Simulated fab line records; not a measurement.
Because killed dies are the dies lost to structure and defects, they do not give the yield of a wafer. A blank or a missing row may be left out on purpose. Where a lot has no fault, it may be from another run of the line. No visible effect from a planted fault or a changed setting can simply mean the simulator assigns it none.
fab line records	flow sfq-line
record: lots: 7	wafers: 21	last-day: 91
route steps=325 shown M7@291 I7@296
lots with no fault: from the same line, run without faults
start-h: hours from the record's first day to the start of the lot's first wafer shown	wait-h: hours elapsed since this lot's preceding step	" unchanged from the row above	L1.1+2: a single row standing in for several wafers	- either no value or no given start	* or withheld: withheld	< > ~ a bound
route shown NAME@n: a module of which the file shows steps, and the number in the route of the first	usual: the fault-free wafers' mean and standard deviation	same: alike in all rows	chamber/n: place in a boat	sites: each site's reading	_std_site: standard deviation of those values	_edge_site: inner sites' mean taken away from outer sites' mean	radius-mm: how far each site lies from the wafer's centre	mask NAME#n: copy n	behind: the last tool/chamber to shape the wafer	hold: why the lot was held/for how many hours/how that ended	device: the n, p or np transistor that did not switch	end of line: tests run on the same wafers once the route is complete	a step with no rows: only its recipe	killed: at the first sort, the dies lost to defects and structure; wafer yield is something else	map: dies across one wafer; x = killed, . = not, _ = none there
set.NAME: the setting as run; set.NAME@STEP: as run at that earlier step	model.NAME: the simulator's own value behind a step, which no gauge read
lots seen at some steps along the route; tables by step, rows by wafer
services: a tool's chamber out of use, with start hour (start-h, from the record's first day; less than 0 if before it), hours out, and reason
== steps ==
step: SFQ_M7_OVL_MEAS_945
usual: M7_OVL: 2/6.5
lot.wafer	tool	chamber	start-h	wait-h	M7_OVL[nm]
L388.3	overlay-02	-	1864.68	0.1	1
L388.4	"	-	"	"	9
L388.5	"	-	"	"	9
L389.2	overlay-02	-	1870.67	0.1	-3
L389.3	"	-	"	"	-1
L389.5	"	-	"	"	2
L394.1	overlay-01	-	1906.22	0.1	7
L394.4	"	-	"	"	-2
L394.6	"	-	"	"	-4
L395.1	overlay-01	-	1907.42	0.1	-1
L395.5	"	-	"	"	6
L395.6	"	-	"	"	2
L396.4	overlay-01	-	1908.68	0.1	4
L396.5	"	-	"	"	-5
L396.6	"	-	"	"	2
L410.3	overlay-01	-	2091.19	0.1	1
L410.4	"	-	"	"	2
L410.5	"	-	"	"	1
L411.3	overlay-01	-	2093.59	0.1	-9
L411.5	"	-	"	"	-10
L411.6	"	-	"	"	-11
step: SFQ_TRILAYER_M7_BARC_OPEN_METAL_ETCH_229
recipe: mask-material: PR	chemistry: O2	target-depth-nm: 125	target: BARC	icp-w: 600	bias-w: 80	pressure-mtorr: 10	time-s: 41.7
usual: drypump-motor-current-A: 5.4/0.5	oes-product-au: 0.685/0.0043
lot.wafer	tool	chamber	start-h	wait-h	drypump-motor-current-A	oes-product-au	rf-hours-counter-h
L388.3	rie-metal-03	1	1864.72	0.0	4.9	0.688	-
L388.4	"	0	"	"	5.6	0.688	-
L388.5	"	1	"	"	4.9	0.691	-
L389.2	rie-metal-04	0	1870.70	0.0	5.1	0.686	0
L389.3	"	1	"	"	6.2	0.679	-
L389.5	"	1	"	"	6.2	0.684	-
L394.1	rie-metal-03	0	1906.25	0.0	5.7	0.682	55
L394.4	"	1	"	"	4.9	0.683	-
L394.6	"	0	"	"	5.6	0.686	-
L395.1	rie-metal-03	1	1907.45	0.0	4.9	0.691	56
L395.5	"	0	"	"	5.6	0.684	-
L395.6	"	1	"	"	4.9	0.693	-
L396.4	rie-metal-02	1	1908.72	0.0	4.8	0.687	-
L396.5	"	0	"	"	5.8	0.679	-
L396.6	"	1	"	"	4.8	0.690	-
L410.3	rie-metal-02	0	2091.23	0.0	5.8	0.688	-
L410.4	"	1	"	"	4.8	0.676	-
L410.5	"	1	"	"	4.8	0.684	-
L411.3	rie-metal-02	1	2093.63	0.0	4.8	0.683	-
L411.5	"	1	"	"	4.8	0.687	-
L411.6	"	0	"	"	5.8	0.690	-
step: SFQ_TRILAYER_M7_ETCH_METAL_ETCH_180
recipe: target: Nb	stop-on: SiO2	mask-material: PR	chemistry: Cl2/Ar	target-depth-nm: 240	icp-w: 600	bias-w: 80	pressure-mtorr: 10	time-s: 120
usual: drypump-motor-current-A: 5.4/0.5	oes-product-au: 0.891/0.0068
lot.wafer	tool	chamber	start-h	wait-h	drypump-motor-current-A	oes-product-au	rf-hours-counter-h
L388.3	rie-metal-03	1	1864.81	0.1	4.9	0.904	-
L388.4	"	0	"	"	5.6	0.895	-
L388.5	"	1	"	"	4.9	0.892	-
L389.2	rie-metal-04	0	1870.76	0.0	5.0	0.897	0
L389.3	"	1	"	"	6.2	0.883	-
L389.5	"	1	"	"	6.2	0.890	-
L394.1	rie-metal-03	0	1906.31	0.0	5.7	0.894	55
L394.4	"	1	"	"	5.0	0.899	-
L394.6	"	0	"	"	5.7	0.893	-
L395.1	rie-metal-03	1	1907.51	0.0	4.9	0.895	56
L395.5	"	0	"	"	5.6	0.884	-
L395.6	"	1	"	"	4.9	0.889	-
L396.4	rie-metal-02	1	1908.80	0.1	4.8	0.894	-
L396.5	"	0	"	"	5.8	0.893	-
L396.6	"	1	"	"	4.8	0.901	-
L410.3	rie-metal-02	0	2091.31	0.1	5.8	0.889	-
L410.4	"	1	"	"	4.8	0.877	-
L410.5	"	1	"	"	4.8	0.892	-
L411.3	rie-metal-02	1	2093.71	0.1	4.8	0.883	-
L411.5	"	1	"	"	4.8	0.879	-
L411.6	"	0	"	"	5.8	0.887	-
step: SFQ_TRILAYER_M7_STRIP_STRIP_181
recipe: gas: O2	power-w: 200	platen-temp-c: 40	overash-fraction: 0.65	chemistry: O2	pressure-mtorr: 50
step: SFQ_TRILAYER_M7_STRIP_SOLV_CLEAN_182
recipe: chemistry: NMP	temp-c: 70	time-s: 600
step: SFQ_TRILAYER_I7_DEP_PECVD_183
recipe: material: SiO2	temp-c: 150	time-s: 111.11	pressure-torr: 2.4	rf-w: 183.3	precursor: SiH4/N2O	target-thk-nm: 500
usual: heater-power-w: 82/12	throttle-valve-pct: 24.7/1.2
lot.wafer	tool	chamber	start-h	wait-h	heater-power-w	throttle-valve-pct
L388.3	pecvd-02	0	1865.84	0.0	82	23.4
L388.4	"	0	"	"	82	23.2
L388.5	"	2	"	"	92	23.2
L389.2	pecvd-03	0	1871.66	0.0	88	25.2
L389.3	"	2	"	"	65	25.9
L389.5	"	2	"	"	66	26.1
L394.1	pecvd-01	0	1907.21	0.0	83	25.8
L394.4	"	1	"	"	79	24.7
L394.6	"	1	"	"	65	24.7
L395.1	pecvd-02	0	1908.41	0.0	76	23.3
L395.5	"	1	"	"	87	22.4
L395.6	"	0	"	"	81	23.0
L396.4	pecvd-03	2	1909.70	0.0	65	26.3
L396.5	"	1	"	"	80	25.7
L396.6	"	0	"	"	90	25.1
L410.3	pecvd-02	2	2092.17	0.0	81	23.3
L410.4	"	1	"	"	68	22.9
L410.5	"	2	"	"	87	23.5
L411.3	pecvd-01	1	2094.59	0.0	72	24.5
L411.5	"	1	"	"	74	24.9
L411.6	"	0	"	"	92	25.9
step: SFQ_TRILAYER_I7_CMP_CMP_184
recipe: material: SiO2	down-force-psi: 3	platen-rpm: 60	pad-velocity-m-s: 0.94248
step: SFQ_I7_BOW_MEAS_946
recipe: mode: bow
usual: I7_BOW: 9/9.7
lot.wafer	tool	chamber	start-h	wait-h	I7_BOW[um]
L388.3	film-metro-03	-	1869.74	1.5	20
L388.4	"	-	"	"	14
L388.5	"	-	"	"	4
L389.2	film-metro-03	-	1878.76	2.0	-1
L389.3	"	-	"	"	8
L389.5	"	-	"	"	-1
L394.1	film-metro-04	-	1911.12	1.5	13
L394.4	"	-	"	"	-2
L394.6	"	-	"	"	1
L395.1	film-metro-01	-	1912.10	1.5	15
L395.5	"	-	"	"	25
L395.6	"	-	"	"	19
L396.4	film-metro-04	-	1914.18	2.6	21
L396.5	"	-	"	"	14
L396.6	"	-	"	"	22
L410.3	film-metro-04	-	2095.29	1.0	29
L410.4	"	-	"	"	30
L410.5	"	-	"	"	21
L411.3	film-metro-01	-	2097.70	2.0	10
L411.5	"	-	"	"	11
L411.6	"	-	"	"	5
step: SFQ_TRILAYER_I7_METRO_MEASURE_185
usual: thk-nm: 199.5/0.96
lot.wafer	tool	chamber	start-h	wait-h	thk-nm
L388.3	film-metro-03	-	1870.22	0.5	198.9
L388.4	"	-	"	"	200.8
L388.5	"	-	"	"	200.3
L389.2	film-metro-03	-	1879.06	0.3	199.9
L389.3	"	-	"	"	199.4
L389.5	"	-	"	"	200.4
L394.1	film-metro-04	-	1911.24	0.1	200.2
L394.4	"	-	"	"	199.3
L394.6	"	-	"	"	198.8
L395.1	film-metro-01	-	1912.22	0.1	198.5
L395.5	"	-	"	"	197.6
L395.6	"	-	"	"	198.4
L396.4	film-metro-04	-	1914.84	0.6	199.4
L396.5	"	-	"	"	199.0
L396.6	"	-	"	"	200.0
L410.3	film-metro-04	-	2095.77	0.5	199.8
L410.4	"	-	"	"	199.4
L410.5	"	-	"	"	199.3
L411.3	film-metro-01	-	2098.18	0.5	199.3
L411.5	"	-	"	"	199.8
L411.6	"	-	"	"	198.4
step: SFQ_TRILAYER_I7_VIA_LITHO_COAT_192
recipe: resist: BARC	spin-rpm: 3000	resist-thk-nm: 62
step: SFQ_TRILAYER_I7_VIA_LITHO_COAT_187
recipe: resist: KrF	spin-rpm: 3000	resist-thk-nm: 650
step: SFQ_TRILAYER_I7_VIA_LITHO_SOFTBAKE_191
recipe: temp-c: withheld	time-s: withheld	resist: KrF
step: SFQ_TRILAYER_I7_VIA_LITHO_EXPOSE_188
recipe: mask-id: I7	na: 0.6	source-shape: conventional	sigma-outer: 0.65	target-cd-nm: 1000	dose-mj: 21.3
usual: reticle-temp-C: 23.01/0.1
same: sigma-outer: 0.65
lot.wafer	tool	chamber	start-h	wait-h	mask	reticle-temp-C	model.I7.overlay-x-nm
L388.3	krf-scanner-01	0	1877.52	-	I7#0	23.07	-0.7539
L388.4	"	0	"	"	I7#0	22.94	-0.7539
L388.5	"	0	"	"	I7#0	23.11	-0.7539
L389.2	krf-scanner-01	0	1892.92	-	I7#0	23.14	3.707
L389.3	"	0	"	"	I7#0	23.22	3.707
L389.5	"	0	"	"	I7#0	23.07	3.707
L394.1	krf-scanner-01	0	1915.52	-	I7#0	22.98	260.8
L394.4	"	0	"	"	I7#0	22.91	260.8
L394.6	"	0	"	"	I7#0	23.01	260.8
L395.1	krf-scanner-01	0	1916.72	-	I7#0	23.00	266.8
L395.5	"	0	"	"	I7#0	23.00	266.8
L395.6	"	0	"	"	I7#0	23.11	266.8
L396.4	krf-scanner-01	0	1919.72	-	I7#0	23.01	280
L396.5	"	0	"	"	I7#0	22.90	280
L396.6	"	0	"	"	I7#0	22.91	280
L410.3	krf-scanner-02	0	2175.51	-	I7#0	22.85	5.922
L410.4	"	0	"	"	I7#0	22.98	5.922
L410.5	"	0	"	"	I7#0	22.97	5.922
L411.3	krf-scanner-02	0	2176.82	-	I7#0	22.80	4.741
L411.5	"	0	"	"	I7#0	22.89	4.741
L411.6	"	0	"	"	I7#0	22.88	4.741
step: SFQ_TRILAYER_I7_VIA_LITHO_PEB_190
recipe: peb-temp-c: 115	peb-time-s: 60	resist: KrF
step: SFQ_TRILAYER_I7_VIA_LITHO_DEVELOP_189
recipe: time-s: 60	resist: KrF
step: SFQ_I7_OVL_MEAS_947
usual: I7_OVL: 2/5.9
lot.wafer	tool	chamber	start-h	wait-h	I7_OVL[nm]
L388.3	overlay-01	-	1878.63	0.1	-6
L388.4	"	-	"	"	-4
L388.5	"	-	"	"	0
L389.2	overlay-01	-	1894.22	0.1	7
L389.3	"	-	"	"	2
L389.5	"	-	"	"	-2
L394.1	overlay-02	-	1917.02	0.1	270
L394.4	"	-	"	"	269
L394.6	"	-	"	"	270
L395.1	overlay-02	-	1918.22	0.1	265
L395.5	"	-	"	"	264
L395.6	"	-	"	"	270
L396.4	overlay-02	-	1920.64	0.1	278
L396.5	"	-	"	"	279
L396.6	"	-	"	"	282
L410.3	overlay-02	-	2176.63	0.1	9
L410.4	"	-	"	"	8
L410.5	"	-	"	"	5
L411.3	overlay-02	-	2177.93	0.1	1
L411.5	"	-	"	"	7
L411.6	"	-	"	"	7
step: SFQ_TRILAYER_I7_VIA_BARC_OPEN_VIA_ETCH_260
recipe: mask-material: PR	chemistry: O2	target-depth-nm: 125	target: BARC	source-w: 500	bias-w: 80	pressure-mtorr: 30	time-s: 41.7
usual: drypump-motor-current-A: 5.6/0.49	oes-product-au: 0.684/0.0049
lot.wafer	tool	chamber	start-h	wait-h	drypump-motor-current-A	oes-product-au	rf-hours-counter-h
L388.3	rie-diel-02	0	1878.65	0.0	5.9	0.678	18
L388.4	"	3	"	"	6.4	0.679	5
L388.5	"	2	"	"	5.7	0.694	-
L389.2	rie-diel-01	0	1894.25	0.0	6.4	0.680	1
L389.3	"	1	"	"	4.9	0.681	15
L389.5	"	3	"	"	5.9	0.684	-
L394.1	rie-diel-03	3	1917.05	0.0	4.9	0.686	4
L394.4	"	2	"	"	5.6	0.681	19
L394.6	"	1	"	"	5.6	0.688	-
L395.1	rie-diel-02	3	1918.25	0.0	6.4	0.677	6
L395.5	"	3	"	"	6.4	0.687	-
L395.6	"	1	"	"	5.4	0.686	-
L396.4	rie-diel-03	3	1920.65	0.0	4.9	0.681	4
L396.5	"	2	"	"	5.7	0.683	-
L396.6	"	3	"	"	4.9	0.691	-
L410.3	rie-diel-02	3	2176.65	0.0	6.4	0.680	8
L410.4	"	2	"	"	5.7	0.691	4
L410.5	"	1	"	"	5.4	0.684	-
L411.3	rie-diel-03	0	2177.96	0.0	4.8	0.691	8
L411.5	"	2	"	"	5.6	0.687	-
L411.6	"	3	"	"	4.9	0.679	-
== services ==
tool	chamber	start-h	hours	kind
rie-metal-02	1	1857.09	10.3	repair
rie-diel-03	3	1858.37	12.4	repair
film-metro-04	-	1865.93	0.2	pm
film-metro-04	-	1894.60	1.1	pm
rie-metal-02	-	1898.14	1.4	pm
rie-diel-03	-	1899.72	2.8	pm
rie-diel-03	3	1924.01	4.1	repair
rie-metal-02	1	1949.87	9.9	repair
krf-scanner-01	-	1961.12	1.3	pm
film-metro-04	-	1976.34	0.7	pm
pecvd-02	-	1980.52	0.9	repair
rie-diel-03	-	1982.10	0.2	repair
rie-diel-03	1	1985.32	2.6	repair
krf-scanner-01	-	2000.97	1.0	pm
rie-diel-02	3	2013.26	10.6	repair
rie-diel-02	2	2023.74	7.0	repair
rie-diel-02	0	2026.41	7.5	repair
rie-diel-03	-	2035.35	0.4	repair
krf-scanner-01	-	2044.83	0.8	pm
rie-metal-03	-	2054.90	0.2	repair
rie-metal-03	-	2085.93	15.6	pm
krf-scanner-01	-	2137.25	1.3	pm
rie-metal-02	1	2170.20	2.2	repair
krf-scanner-01	-	2170.20	1.0	pm
== key ==
first-sign: step: SFQ_I7_OVL_MEAS_947	reading: I7_OVL	direction: up	sigmas: 46	usual: 2	struck: 272
effect none on later readings
model-effect: step: SFQ_TRILAYER_I7_VIA_LITHO_EXPOSE_188	value: I7.overlay-x-nm	without: -3.747	struck: 269.2
met-at SFQ_TRILAYER_I7_VIA_LITHO_EXPOSE_188
struck-wafers L394.1,L394.4,L394.6,L395.1,L395.5,L395.6,L396.4,L396.5,L396.6
fault: kind: scanner-matching-overlay	tool: krf-scanner-01	chamber: -	onset-h: 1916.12	steps: SFQ_TRILAYER_I7_VIA_LITHO_EXPOSE_188	offset: 272.96
